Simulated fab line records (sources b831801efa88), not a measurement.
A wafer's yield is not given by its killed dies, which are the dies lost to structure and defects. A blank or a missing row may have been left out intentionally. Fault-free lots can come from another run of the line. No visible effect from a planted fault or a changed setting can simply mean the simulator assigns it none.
fab line records | flow sky130
[record] lots = 6 wafers = 18 lastDay = 50
route steps=708 shown POLY_GATE@236 LDD_N@237 LDD_P@255 PAD_OPEN@708
lots that met no fault: from a run of the same line without faults
startH: hours from the record's opening day to when the first of the lot's shown wafers began | waitH: how many hours have passed since the lot's step before this one | " repeats the value in the row above | L1.1+2: a single row standing in for several wafers | - either no value or no given start | * or withheld: withheld | < > ~ a bound
route shown NAME@n: a module of which the file shows steps, and the number in the route of the first | usual: mean and standard deviation over wafers with no fault | same: alike in all rows | chamber/n: place in a boat | sites: the reading at each site | _std_site: standard deviation of those values | _edge_site: mean of outer sites minus mean of inner sites | radiusMm: how far each site lies from the wafer's centre | mask NAME#n: copy n | behind: the last tool/chamber to shape the wafer | hold: why the lot went on hold/how many hours it stayed there/how the hold came to an end | device: the transistor (n, p or np) that didn't switch | end of line: the route-end tests of the same wafers | a step without rows: its recipe alone | killed: the dies lost at the first sort to structure and to defects; this is not the yield of the wafer | map: per-die view of a wafer (x killed, . not killed, _ where there is no die)
set.NAME: the setting the step ran with; set.NAME@STEP: the setting that earlier step ran with | model.NAME: the simulator's own value behind a step, which no gauge read
lots at selected steps of the route; one table per step, one row per wafer
services: the hour from which a tool's chamber was out of use, counted from the record's first day as startH (under 0 if before that day), plus the number of hours and why
[[steps]]
[step SKY_POLY_GATE_CD_MEAS_22]
[usual] cdNm = 149.1/2.2
// columns lot.wafer tool chamber startH waitH cdNm
L192.1 cdSem-01 - 367.72 0.1 150.2
L192.2 " - " " 150.2
L192.5 " - " " 151.1
L194.1 cdSem-02 - 389.14 0.1 147.5
L194.2 " - " " 145.4
L194.4 " - " " 144.8
L198.1 cdSem-02 - 421.27 0.1 148.7
L198.4 " - " " 148.9
L198.6 " - " " 150.9
L208.2 cdSem-02 - 513.58 0.1 152.1
L208.3 " - " " 151.5
L208.6 " - " " 152.3
L209.3 cdSem-01 - 532.21 0.1 150.0
L209.5 " - " " 148.7
L209.6 " - " " 149.0
L215.1 cdSem-01 - 562.18 0.1 147.2
L215.3 " - " " 149.2
L215.4 " - " " 146.9
[step SKY_LDD_N_DEHYDRATE_00]
[recipe] tempC = 200 timeS = 60
[step SKY_LDD_N_HMDS_01]
[recipe] primeTimeS = 60 primeTempC = 120
[step SKY_LDD_N_COAT_02]
[recipe] resist = NOVOLAK spinRpm = 3000 resistThkNm = 300
[step SKY_LDD_N_SOFTBAKE_03]
[recipe] tempC = 90 timeS = 60 resist = NOVOLAK
[step SKY_LDD_N_EXPOSE_04]
[recipe] maskId = NTM targetCdNm = 840 na = 0.6 sourceShape = conventional sigmaOuter = 0.6 doseMj = 110
[step SKY_LDD_N_PEB_05]
[recipe] tempC = withheld timeS = * resist = NOVOLAK
[step SKY_LDD_N_DEVELOP_06]
[recipe] developTimeS = 60 devTempC = 23
[step SKY_LDD_N_OVL_MEAS_07]
[usual] LDD_N_OVL = -1.3/1.3
// columns lot.wafer tool chamber startH waitH LDD_N_OVL[nm]
L192.1 overlay-01 - 395.99 0.1 -1.9
L192.2 " - " " -1.7
L192.5 " - " " -0.7
L194.1 overlay-01 - 417.85 0.1 -2.5
L194.2 " - " " -1.6
L194.4 " - " " -1.5
L198.1 overlay-02 - 452.05 0.1 -0.2
L198.4 " - " " -1.1
L198.6 " - " " 0.0
L208.2 overlay-01 - 543.25 0.1 -2.2
L208.3 " - " " -0.6
L208.6 " - " " -3.3
L209.3 overlay-01 - 562.01 0.1 -1.0
L209.5 " - " " -1.0
L209.6 " - " " 0.2
L215.1 overlay-01 - 591.79 0.1 -1.9
L215.3 " - " " -1.2
L215.4 " - " " -0.2
[step SKY_LDD_N_IMPLANT_08]
[recipe] species = As energyKev = 20 doseCm2 = 7.5e+13 tiltDeg = withheld rotationDeg = 23
[step SKY_LDD_N_IMPLANT_09]
[recipe] species = As energyKev = 20 doseCm2 = 7.5e+13 tiltDeg = withheld rotationDeg = 113
[step SKY_LDD_N_IMPLANT_10]
[recipe] species = As energyKev = 20 doseCm2 = 7.5e+13 tiltDeg = withheld rotationDeg = 203
[step SKY_LDD_N_IMPLANT_11]
[recipe] species = As energyKev = 20 doseCm2 = 7.5e+13 tiltDeg = withheld rotationDeg = 293
// columns lot.wafer tool chamber startH waitH
L192.1+2+5 implanter-02 0 396.48 0.1
L194.1+2+4 implanter-01 0 418.34 0.1
L198.1+4+6 implanter-01 0 452.54 0.1
L198.1+4+6 implanter-01 0 452.85 0.3
L208.2+3+6 implanter-02 0 543.76 0.1
L208.2+3+6 implanter-02 0 544.07 0.3
L209.3+5+6 implanter-02 0 562.53 0.1
L215.1+3+4 implanter-04 0 592.28 0.1
[step SKY_LDD_N_IMPLANT_12]
[recipe] species = BF2 energyKev = 50 doseCm2 = 5e+12 tiltDeg = 30 rotationDeg = 0
[step SKY_LDD_N_IMPLANT_13]
[recipe] species = BF2 energyKev = 50 doseCm2 = 5e+12 tiltDeg = 30 rotationDeg = 90
[step SKY_LDD_N_IMPLANT_14]
[recipe] species = BF2 energyKev = 50 doseCm2 = 5e+12 tiltDeg = 30 rotationDeg = 180
[step SKY_LDD_N_IMPLANT_15]
[recipe] species = BF2 energyKev = 50 doseCm2 = 5e+12 tiltDeg = 30 rotationDeg = 270
[step SKY_LDD_N_STRIP_16]
[recipe] chemistry = O2/N2 powerW = 1400 pressureMtorr = 1500 platenTempC = withheld o2FlowSccm = 3000 n2FlowSccm = 300 overashFraction = 0.5
[usual] drypumpMotorCurrentA = 6.0/0.41 oesProductAu = 0.406/0.0046 stripTimeToEndpointS = 4.309/0.014
// columns lot.wafer tool chamber startH waitH drypumpMotorCurrentA oesProductAu rfHoursCounterH stripTimeToEndpointS
L192.1 plasmaAsher-01 1 397.23 0.1 5.7 0.408 63 4.321
L192.2 " 0 " " 6.7 0.402 63 4.312
L192.5 " 0 " " 6.8 0.412 - 4.327
L194.1 plasmaAsher-03 1 419.09 0.1 5.5 0.404 27 4.309
L194.2 " 0 " " 6.1 0.400 27 4.318
L194.4 " 0 " " 6.1 0.413 - 4.305
L198.1 plasmaAsher-01 1 453.60 0.1 5.7 0.403 69 4.532
L198.4 " 1 " " 5.7 0.403 - 4.528
L198.6 " 0 " " 6.7 0.405 - 4.519
L208.2 plasmaAsher-03 1 545.06 0.1 5.5 0.410 40 4.511
L208.3 " 0 " " 6.1 0.401 - 4.492
L208.6 " 1 " " 5.5 0.398 - 4.510
L209.3 plasmaAsher-04 1 563.26 0.1 6.4 0.408 - 4.320
L209.5 " 0 " " 5.9 0.405 - 4.310
L209.6 " 1 " " 6.4 0.407 - 4.318
L215.1 plasmaAsher-04 1 593.03 0.1 6.4 0.395 15 4.297
L215.3 " 0 " " 5.9 0.403 - 4.284
L215.4 " 1 " " 6.4 0.403 - 4.280
[step SKY_LDD_N_TW_MEAS_17]
[usual] LDD_N_TW = 2624/30
// columns lot.wafer tool chamber startH waitH LDD_N_TW
L192.1 filmMetro-02 - 397.33 0.1 2585
L192.2 " - " " 2582
L192.5 " - " " 2582
L194.1 filmMetro-03 - 419.19 0.1 2614
L194.2 " - " " 2616
L194.4 " - " " 2597
L198.1 filmMetro-03 - 453.70 0.1 2719
L198.4 " - " " 2708
L198.6 " - " " 2712
L208.2 filmMetro-03 - 545.17 0.1 2717
L208.3 " - " " 2706
L208.6 " - " " 2703
L209.3 filmMetro-03 - 563.35 0.1 2607
L209.5 " - " " 2631
L209.6 " - " " 2641
L215.1 filmMetro-02 - 593.13 0.1 2585
L215.3 " - " " 2570
L215.4 " - " " 2568
[step SKY_LDD_P_DEHYDRATE_00]
[recipe] tempC = 200 timeS = 60
[step SKY_PAD_OPEN_PROBE_99]
[usual] killed_at_M0_to_M3 = 44/6.6 killed_at_M4_up = 3.4/1.9 killedAtContacts = 25/5.6 killedAtFrontEnd = 15/4.6 killedAtOther = 0.3/0.6 killedDies = 88/9.5 killedOpen = 47/7.1 killedShort = 40/6.4
[same] grossDies = 492 killedAtBackSide = 0
// columns lot.wafer tool chamber startH waitH killed_at_M0_to_M3 killed_at_M4_up killedAtContacts killedAtFrontEnd killedAtOther killedDies killedOpen killedShort model.etest.tipN.rsOhmSq model.etest.nfet_01v8_lvt.vtSatV model.etest.nfet_01v8_turned.vtSatV model.etest.nfet_01v8.vtSatV
L192.1 prober-02 - 1070.96 0.1 39 2 26 8 2 77 35 41 438.1 0.5402 0.652 0.6508
L192.2 prober-02 - 1071.01 0.1 42 2 34 14 0 92 57 35 440.2 0.5364 0.6482 0.6468
L192.5 prober-02 - 1071.16 0.2 38 8 27 25 3 101 46 53 441.1 0.5326 0.6411 0.6457
L194.1 prober-02 - 1085.71 0.1 42 2 28 14 0 86 52 34 438.2 0.5292 0.646 0.6436
L194.2 prober-02 - 1085.76 0.1 43 4 28 10 0 85 41 42 441 0.5396 0.658 0.6538
L194.4 prober-02 - 1085.86 0.2 45 4 22 16 0 87 47 38 435.4 0.5268 0.6497 0.6443
L198.1 prober-02 - 1112.86 0.1 36 2 28 23 0 89 52 37 386.1 0.5159 0.6364 0.6391
L198.4 prober-02 - 1113.01 0.2 38 6 33 22 0 99 61 38 390.2 0.5222 0.6338 0.6378
L198.6 prober-02 - 1113.11 0.2 47 3 19 18 0 87 45 42 387.2 0.532 0.6405 0.6453
L208.2 prober-02 - 1166.04 0.1 43 2 25 18 0 88 52 35 388.3 0.5272 0.6452 0.6405
L208.3 prober-02 - 1166.09 0.2 52 4 24 13 0 93 47 46 393.1 0.5303 0.6418 0.6427
L208.6 prober-02 - 1166.24 0.2 43 2 34 18 0 97 54 43 392.7 0.5316 0.6498 0.6512
L209.3 prober-01 - 1175.86 0.2 48 7 24 9 0 88 41 47 441.9 0.5247 0.6423 0.6331
L209.5 prober-01 - 1175.96 0.2 47 3 15 19 3 87 36 49 445.9 0.5273 0.6456 0.6423
L209.6 prober-01 - 1176.01 0.2 39 6 24 24 0 93 44 49 447 0.5166 0.6337 0.6337
L215.1 prober-02 - 1193.04 0.1 55 5 18 16 0 94 50 44 439.9 0.526 0.6435 0.644
L215.3 prober-02 - 1193.14 0.2 49 7 24 7 0 87 46 41 436.8 0.5282 0.6446 0.6434
L215.4 prober-02 - 1193.19 0.2 40 4 33 13 0 90 48 42 437.6 0.5284 0.6444 0.6371
// killed by level:class
L192.1 CONTACT:geometricParticle:open=9 LOCAL_INTERCONNECT:geometricParticle:short=9 VIA1:geometricParticle:open=7 VIA2:geometricParticle:open=7 VIA1:geometricParticle:short=6 POLY_GATE:geometricParticle:short=4 LI_CONTACT:geometricParticle:short=4 METAL1:geometricParticle:open=4
L192.2 CONTACT:geometricParticle:open=17 VIA1:geometricParticle:open=9 VIA2:geometricParticle:open=8 LI_CONTACT:geometricParticle:open=7 METAL1:geometricParticle:short=7 POLY_GATE:geometricParticle:open=6 VIA1:geometricParticle:short=5 CONTACT:geometricParticle:short=4
L192.5 CONTACT:geometricParticle:open=9 VIA1:geometricParticle:open=9 CONTACT:geometricParticle:short=8 FIELD_ISO:geometricParticle:open=7 METAL4:geometricParticle:short=7 FIELD_ISO:geometricParticle:short=6 LI_CONTACT:geometricParticle:open=6 POLY_GATE:geometricParticle:short=5
L194.1 VIA1:geometricParticle:open=11 CONTACT:geometricParticle:open=10 VIA3:geometricParticle:open=7 VIA2:geometricParticle:open=7 LI_CONTACT:geometricParticle:open=6 CONTACT:geometricParticle:short=5 LOCAL_INTERCONNECT:geometricParticle:short=4 VIA2:geometricParticle:short=4
L194.2 CONTACT:geometricParticle:open=10 VIA1:geometricParticle:open=10 VIA2:geometricParticle:open=7 LI_CONTACT:geometricParticle:open=6 CONTACT:geometricParticle:short=6 VIA1:geometricParticle:short=5 METAL2:geometricParticle:short=5 FIELD_ISO:geometricParticle:short=4
L194.4 VIA1:geometricParticle:open=12 LI_CONTACT:geometricParticle:open=9 VIA1:geometricParticle:short=8 VIA3:geometricParticle:open=7 CONTACT:geometricParticle:open=5 VIA2:geometricParticle:open=5 METAL3:geometricParticle:short=4 FIELD_ISO:geometricParticle:short=3
L198.1 VIA1:geometricParticle:open=15 LI_CONTACT:geometricParticle:open=10 CONTACT:geometricParticle:open=9 FIELD_ISO:geometricParticle:short=6 METAL3:geometricParticle:short=6 FIELD_ISO:geometricParticle:open=5 POLY_GATE:geometricParticle:open=5 POLY_GATE:geometricParticle:short=4
L198.4 CONTACT:geometricParticle:open=16 VIA2:geometricParticle:open=10 LI_CONTACT:geometricParticle:open=9 VIA1:geometricParticle:open=9 SPACER:geometricParticle:short=6 VIA3:geometricParticle:open=5 FIELD_ISO:geometricParticle:open=4 FIELD_ISO:geometricParticle:short=4
L198.6 VIA1:geometricParticle:open=9 CONTACT:geometricParticle:open=7 VIA1:geometricParticle:short=6 POLY_GATE:geometricParticle:open=5 LI_CONTACT:geometricParticle:open=5 VIA3:geometricParticle:short=5 VIA3:geometricParticle:open=5 METAL3:geometricParticle:short=4
L208.2 VIA1:geometricParticle:open=13 CONTACT:geometricParticle:open=10 VIA1:geometricParticle:short=7 FIELD_ISO:geometricParticle:open=5 POLY_GATE:geometricParticle:open=5 LI_CONTACT:geometricParticle:open=5 CONTACT:geometricParticle:short=4 VIA3:geometricParticle:open=4
L208.3 VIA2:geometricParticle:open=9 VIA3:geometricParticle:short=8 VIA1:geometricParticle:open=8 LI_CONTACT:geometricParticle:open=7 METAL1:geometricParticle:short=7 CONTACT:geometricParticle:short=6 CONTACT:geometricParticle:open=5 VIA1:geometricParticle:short=5
L208.6 CONTACT:geometricParticle:open=13 VIA1:geometricParticle:open=11 LI_CONTACT:geometricParticle:open=8 METAL1:geometricParticle:short=8 VIA3:geometricParticle:open=8 CONTACT:geometricParticle:short=5 METAL2:geometricParticle:short=5 FIELD_ISO:geometricParticle:short=4
L209.3 CONTACT:geometricParticle:open=9 METAL1:geometricParticle:short=8 VIA1:geometricParticle:open=8 METAL4:geometricParticle:short=7 VIA3:geometricParticle:open=7 VIA1:geometricParticle:short=5 METAL2:geometricParticle:short=5 VIA2:geometricParticle:open=5
L209.5 METAL2:geometricParticle:short=8 VIA3:geometricParticle:open=7 METAL1:geometricParticle:short=7 POLY_GATE:geometricParticle:short=6 LI_CONTACT:geometricParticle:open=5 VIA1:geometricParticle:open=5 VIA2:geometricParticle:open=5 VIA1:geometricParticle:short=4
L209.6 CONTACT:geometricParticle:open=10 VIA3:geometricParticle:open=8 FIELD_ISO:geometricParticle:short=6 POLY_CUT:geometricParticle:short=5 METAL1:geometricParticle:short=5 FIELD_ISO:geometricParticle:open=4 LI_CONTACT:geometricParticle:short=4 LOCAL_INTERCONNECT:geometricParticle:short=4
L215.1 VIA1:geometricParticle:open=12 METAL1:geometricParticle:short=7 VIA2:geometricParticle:open=7 CONTACT:geometricParticle:open=6 VIA1:geometricParticle:short=6 VIA3:geometricParticle:open=6 LI_CONTACT:geometricParticle:open=5 FIELD_ISO:geometricParticle:open=4
L215.3 VIA1:geometricParticle:open=13 CONTACT:geometricParticle:open=9 CONTACT:geometricParticle:short=7 METAL2:geometricParticle:short=7 VIA2:geometricParticle:open=6 VIA2:geometricParticle:short=5 METAL3:geometricParticle:short=5 VIA3:geometricParticle:open=5
L215.4 LI_CONTACT:geometricParticle:open=12 LOCAL_INTERCONNECT:geometricParticle:short=9 CONTACT:geometricParticle:open=9 METAL2:geometricParticle:short=7 VIA3:geometricParticle:open=7 VIA2:geometricParticle:open=6 METAL1:geometricParticle:short=6 VIA1:geometricParticle:open=6
[[services]]
// columns tool chamber startH hours kind
implanter-01 - 385.62 2.3 repair
plasmaAsher-04 - 389.05 2.8 pm
plasmaAsher-04 - 421.32 9.0 pm
plasmaAsher-04 0 421.32 9.0 ventCycle
plasmaAsher-04 1 421.32 9.0 ventCycle
implanter-02 - 424.56 4.8 pm
plasmaAsher-04 0 430.32 - clean
plasmaAsher-04 1 430.32 - clean
implanter-04 - 431.40 2.5 pm
implanter-02 - 451.12 1.6 repair
implanter-01 - 461.31 11.8 pm
implanter-02 - 486.70 2.8 repair
implanter-01 - 497.78 4.0 repair
implanter-02 - 509.12 2.5 pm
implanter-01 - 513.81 1.3 repair
plasmaAsher-04 - 516.89 4.4 repair
implanter-01 - 521.66 0.6 repair
implanter-04 - 543.07 5.0 repair
plasmaAsher-04 - 543.78 4.3 repair
implanter-01 - 546.53 2.4 repair
plasmaAsher-04 - 575.93 6.8 repair
[[key]]
[firstSign] step = SKY_LDD_N_IMPLANT_11 reading = visit direction = added
[effect] step = SKY_LDD_N_STRIP_16 reading = stripTimeToEndpointS direction = up sigmas = 14 usual = * struck = *
[effect] step = SKY_LDD_N_TW_MEAS_17 reading = LDD_N_TW direction = up sigmas = 2.9 usual = 2624 struck = 2711
[modelEffect] step = SKY_PAD_OPEN_PROBE_99 value = etest.tipN.rsOhmSq without = 446.8 struck = 389.6
metAt SKY_LDD_N_IMPLANT_11
struckWafers L198.1,L198.4,L198.6,L208.2,L208.3,L208.6
testerLeftOut L198,L208
[fault] kind = repeatedStepWhole tool = implanter-01,implanter-02,implanter-04 chamber = - onsetH = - steps = SKY_LDD_N_IMPLANT_11 times = 1 scope = struckLotsOnly
// testerLeftOut: of these lots the tester's yield and bins aren't shown, on N5 and GAA mostly nor the transistor test; their killed dies are dies lost to structure and defects alone, not to doping, threshold or leakage, so they don't give the yield
